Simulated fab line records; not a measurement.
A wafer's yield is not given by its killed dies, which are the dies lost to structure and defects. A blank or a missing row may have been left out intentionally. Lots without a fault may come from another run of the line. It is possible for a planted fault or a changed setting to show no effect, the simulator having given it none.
The tool behind it: which one? || flow gf180mcu || Sampling: 13 lots, 39 wafers, 4 of 602 route steps

== WHAT EACH GAUGE READ, for each wafer ==
GF_VT_IMPLANT_RS_MEAS_47: a four-point-probe measurement. Usual: NWELL_RS gives 487.6 ohm/sq (standard deviation 1.6).
{"lot": "L804", "measured": "day 7 13:28", "on": "filmMetro-01", "NWELL_RS (ohm/sq)": "489.6 489.6 490.0", "flag": ""}
{"lot": "L805", "measured": "day 7 18:34", "on": "filmMetro-02", "NWELL_RS (ohm/sq)": "489.1 488.0 488.4", "flag": ""}
{"lot": "L806", "measured": "day 8 05:14", "on": "filmMetro-02", "NWELL_RS (ohm/sq)": "486.0 486.2 486.0", "flag": ""}
{"lot": "L808", "measured": "day 8 15:29", "on": "filmMetro-02", "NWELL_RS (ohm/sq)": "486.0 485.6 485.8", "flag": ""}
{"lot": "L809", "measured": "day 8 23:06", "on": "filmMetro-04", "NWELL_RS (ohm/sq)": "489.5 489.3 488.8", "flag": ""}
{"lot": "L811", "measured": "day 9 11:37", "on": "filmMetro-02", "NWELL_RS (ohm/sq)": "487.4 486.6 488.7", "flag": ""}
{"lot": "L812", "measured": "day 9 16:36", "on": "filmMetro-02", "NWELL_RS (ohm/sq)": "486.0 486.2 484.4", "flag": ""}
{"lot": "L813", "measured": "day 10 04:37", "on": "filmMetro-01", "NWELL_RS (ohm/sq)": "488.9 489.5 488.6", "flag": ""}
{"lot": "L814", "measured": "day 10 10:07", "on": "filmMetro-01", "NWELL_RS (ohm/sq)": "487.5 487.8 489.3", "flag": ""}
{"lot": "L815", "measured": "day 10 18:27", "on": "filmMetro-04", "NWELL_RS (ohm/sq)": "486.5 486.3 486.2", "flag": ""}
{"lot": "L819", "measured": "day 11 20:52", "on": "filmMetro-01", "NWELL_RS (ohm/sq)": "487.5 485.4 488.1", "flag": ""}
{"lot": "L820", "measured": "day 12 00:46", "on": "filmMetro-01", "NWELL_RS (ohm/sq)": "489.8 488.9 490.0", "flag": ""}
{"lot": "L826", "measured": "day 13 18:05", "on": "filmMetro-01", "NWELL_RS (ohm/sq)": "487.7 487.3 486.3", "flag": ""}

GF_HV_LDD_OVL_MEAS_47. Usual: HV_LDD_03_OVL gives -0.1 nm (standard deviation 1.3).
{"lot": "L804", "measured": "day 12 08:23", "on": "overlay-02", "HV_LDD_03_OVL (nm)": "-0.7 0.4 0.5", "flag": ""}
{"lot": "L805", "measured": "day 12 14:33", "on": "overlay-02", "HV_LDD_03_OVL (nm)": "-2.3 -0.9 -2.2", "flag": ""}
{"lot": "L806", "measured": "day 13 02:21", "on": "overlay-01", "HV_LDD_03_OVL (nm)": "1.7 1.8 1.5", "flag": ""}
{"lot": "L808", "measured": "day 13 13:51", "on": "overlay-02", "HV_LDD_03_OVL (nm)": "-0.1 -0.4 -0.1", "flag": ""}
{"lot": "L809", "measured": "day 13 22:25", "on": "overlay-01", "HV_LDD_03_OVL (nm)": "2.1 1.5 1.9", "flag": ""}
{"lot": "L811", "measured": "day 14 16:16", "on": "overlay-01", "HV_LDD_03_OVL (nm)": "0.8 -0.1 0.6", "flag": ""}
{"lot": "L812", "measured": "day 14 19:50", "on": "overlay-01", "HV_LDD_03_OVL (nm)": "0.0 1.2 0.3", "flag": ""}
{"lot": "L813", "measured": "day 15 11:33", "on": "overlay-01", "HV_LDD_03_OVL (nm)": "-3.3 -0.2 -1.8", "flag": ""}
{"lot": "L814", "measured": "day 15 19:04", "on": "overlay-02", "HV_LDD_03_OVL (nm)": "1.0 0.8 0.2", "flag": ""}
{"lot": "L815", "measured": "day 16 03:10", "on": "overlay-02", "HV_LDD_03_OVL (nm)": "-1.3 -1.4 0.4", "flag": ""}
{"lot": "L819", "measured": "day 17 18:56", "on": "overlay-01", "HV_LDD_03_OVL (nm)": "-0.7 -0.5 1.2", "flag": ""}
{"lot": "L820", "measured": "day 18 03:44", "on": "overlay-01", "HV_LDD_03_OVL (nm)": "1.1 -2.1 0.0", "flag": ""}
{"lot": "L826", "measured": "day 20 01:11", "on": "overlay-02", "HV_LDD_03_OVL (nm)": "1.0 -0.2 -0.7", "flag": ""}

== EACH LOT AND THE TOOL THAT RAN IT (in order: tool; ch and the chambers of the sampled wafers; start) ==
{"lot": "L804", "GF_POLY_GATE_ETCH_12": "rieDiel-01 ch 0,3, day 9 04:35", "GF_HV_LDD_COAT_41": "lithoTrack-02 ch 0, day 11 23:12"}
{"lot": "L805", "GF_POLY_GATE_ETCH_12": "rieDiel-02 ch 0,2,3, day 9 09:59", "GF_HV_LDD_COAT_41": "lithoTrack-03 ch 0, day 12 04:30"}
{"lot": "L806", "GF_POLY_GATE_ETCH_12": "rieDiel-04 ch 1,3, day 9 20:59", "GF_HV_LDD_COAT_41": "lithoTrack-02 ch 0, day 12 16:13"}
{"lot": "L808", "GF_POLY_GATE_ETCH_12": "rieDiel-04 ch 1,2,3, day 10 07:23", "GF_HV_LDD_COAT_41": "lithoTrack-03 ch 0, day 13 04:09"}
{"lot": "L809", "GF_POLY_GATE_ETCH_12": "rieDiel-04 ch 1,2, day 10 15:23", "GF_HV_LDD_COAT_41": "lithoTrack-03 ch 0, day 13 12:15"}
{"lot": "L811", "GF_POLY_GATE_ETCH_12": "rieDiel-01 ch 0,1,2, day 11 05:24", "GF_HV_LDD_COAT_41": "lithoTrack-03 ch 0, day 14 06:11"}
{"lot": "L812", "GF_POLY_GATE_ETCH_12": "rieDiel-04 ch 1,3, day 11 09:46", "GF_HV_LDD_COAT_41": "lithoTrack-02 ch 0, day 14 09:46"}
{"lot": "L813", "GF_POLY_GATE_ETCH_12": "rieDiel-01 ch 0,2,3, day 12 00:55", "GF_HV_LDD_COAT_41": "lithoTrack-04 ch 0, day 15 00:55"}
{"lot": "L814", "GF_POLY_GATE_ETCH_12": "rieDiel-02 ch 0,2, day 12 07:54", "GF_HV_LDD_COAT_41": "lithoTrack-03 ch 0, day 15 07:05"}
{"lot": "L815", "GF_POLY_GATE_ETCH_12": "rieDiel-02 ch 1,2, day 12 15:45", "GF_HV_LDD_COAT_41": "lithoTrack-02 ch 0, day 15 16:22"}
{"lot": "L819", "GF_POLY_GATE_ETCH_12": "rieDiel-04 ch 1,2,3, day 13 19:38", "GF_HV_LDD_COAT_41": "lithoTrack-02 ch 0, day 17 06:57"}
{"lot": "L820", "GF_POLY_GATE_ETCH_12": "rieDiel-02 ch 0,1,3, day 14 03:30", "GF_HV_LDD_COAT_41": "lithoTrack-02 ch 0, day 17 15:24"}
{"lot": "L826", "GF_POLY_GATE_ETCH_12": "rieDiel-04 ch 0,2, day 16 01:36", "GF_HV_LDD_COAT_41": "lithoTrack-03 ch 0, day 19 12:51"}
- GF_POLY_GATE_ETCH_12: etches BARC in N2/H2.
- GF_HV_LDD_COAT_41: resist thk 1000 nm.

== AS READ BY THE TOOLS THEMSELVES (means over the sampled wafers that have a number; for cases with no such wafer, the mark the record gives instead) ==
GF_POLY_GATE_ETCH_12. Usual: drypumpMotorCurrentA 5.7 A, standard deviation 0.34; oesProductAu 0.735 a.u., standard deviation 0.0043; throttleValvePct 13.214 %, standard deviation 0.0093.
{"lot": "L804", "tool": "rieDiel-01", "drypumpMotorCurrentA (A)": 5.7, "oesProductAu (a.u.)": 0.739, "throttleValvePct (%)": 13.210, "flag": ""}
{"lot": "L805", "tool": "rieDiel-02", "drypumpMotorCurrentA (A)": 5.9, "oesProductAu (a.u.)": 0.736, "throttleValvePct (%)": 13.220, "flag": ""}
{"lot": "L806", "tool": "rieDiel-04", "drypumpMotorCurrentA (A)": 5.7, "oesProductAu (a.u.)": 0.735, "throttleValvePct (%)": 13.210, "flag": ""}
{"lot": "L808", "tool": "rieDiel-04", "drypumpMotorCurrentA (A)": 5.6, "oesProductAu (a.u.)": 0.735, "throttleValvePct (%)": 13.207, "flag": ""}
{"lot": "L809", "tool": "rieDiel-04", "drypumpMotorCurrentA (A)": 5.6, "oesProductAu (a.u.)": 0.733, "throttleValvePct (%)": 13.218, "flag": ""}
{"lot": "L811", "tool": "rieDiel-01", "drypumpMotorCurrentA (A)": 5.9, "oesProductAu (a.u.)": 0.730, "throttleValvePct (%)": 13.220, "flag": ""}
{"lot": "L812", "tool": "rieDiel-04", "drypumpMotorCurrentA (A)": 5.6, "oesProductAu (a.u.)": 0.730, "throttleValvePct (%)": 13.209, "flag": ""}
{"lot": "L813", "tool": "rieDiel-01", "drypumpMotorCurrentA (A)": 5.6, "oesProductAu (a.u.)": 0.737, "throttleValvePct (%)": 13.215, "flag": ""}
{"lot": "L814", "tool": "rieDiel-02", "drypumpMotorCurrentA (A)": 6.0, "oesProductAu (a.u.)": 0.734, "throttleValvePct (%)": 13.220, "flag": ""}
{"lot": "L815", "tool": "rieDiel-02", "drypumpMotorCurrentA (A)": 6.1, "oesProductAu (a.u.)": 0.735, "throttleValvePct (%)": 13.219, "flag": ""}
{"lot": "L819", "tool": "rieDiel-04", "drypumpMotorCurrentA (A)": 5.6, "oesProductAu (a.u.)": 0.733, "throttleValvePct (%)": 13.205, "flag": ""}
{"lot": "L820", "tool": "rieDiel-02", "drypumpMotorCurrentA (A)": 5.6, "oesProductAu (a.u.)": 0.732, "throttleValvePct (%)": 13.219, "flag": ""}
{"lot": "L826", "tool": "rieDiel-04", "drypumpMotorCurrentA (A)": 5.6, "oesProductAu (a.u.)": 0.733, "throttleValvePct (%)": 13.207, "flag": ""}

GF_HV_LDD_COAT_41. Usual: 3000.5 rpm for spinSpeedRpm, sd 1.8.
{"lot": "L804", "tool": "lithoTrack-02", "spinSpeedRpm (rpm)": 2997.6, "flag": ""}
{"lot": "L805", "tool": "lithoTrack-03", "spinSpeedRpm (rpm)": 3000.1, "flag": ""}
{"lot": "L806", "tool": "lithoTrack-02", "spinSpeedRpm (rpm)": 2999.8, "flag": ""}
{"lot": "L808", "tool": "lithoTrack-03", "spinSpeedRpm (rpm)": 2998.5, "flag": ""}
{"lot": "L809", "tool": "lithoTrack-03", "spinSpeedRpm (rpm)": 3001.2, "flag": ""}
{"lot": "L811", "tool": "lithoTrack-03", "spinSpeedRpm (rpm)": 3002.4, "flag": ""}
{"lot": "L812", "tool": "lithoTrack-02", "spinSpeedRpm (rpm)": 3001.0, "flag": ""}
{"lot": "L813", "tool": "lithoTrack-04", "spinSpeedRpm (rpm)": 2999.8, "flag": ""}
{"lot": "L814", "tool": "lithoTrack-03", "spinSpeedRpm (rpm)": 2999.2, "flag": ""}
{"lot": "L815", "tool": "lithoTrack-02", "spinSpeedRpm (rpm)": 3001.4, "flag": ""}
{"lot": "L819", "tool": "lithoTrack-02", "spinSpeedRpm (rpm)": 3002.5, "flag": ""}
{"lot": "L820", "tool": "lithoTrack-02", "spinSpeedRpm (rpm)": 2999.8, "flag": ""}
{"lot": "L826", "tool": "lithoTrack-03", "spinSpeedRpm (rpm)": 2998.9, "flag": ""}

== THE ANSWER, worked out from the rows above alone ==
Rule: a lot counts as off when the mean over its wafers that have a number is more than 3 standard deviations away from the usual mean. Also off: a lot with no number at a reading for which 4 or more lots have one. All remaining lots with rows at the step are treated as sound. The gauges are gone through in route order, then the tools' own readings, and for those a lot's mean is taken as printed above. The first step at which some lot is off is used, and at that step the reading that is off furthest; a lot without a number counts as furthest.
None of the lots is off at any reading shown; this tells nothing.

== WHAT HAD BEEN PUT IN BY THE SIMULATOR ==
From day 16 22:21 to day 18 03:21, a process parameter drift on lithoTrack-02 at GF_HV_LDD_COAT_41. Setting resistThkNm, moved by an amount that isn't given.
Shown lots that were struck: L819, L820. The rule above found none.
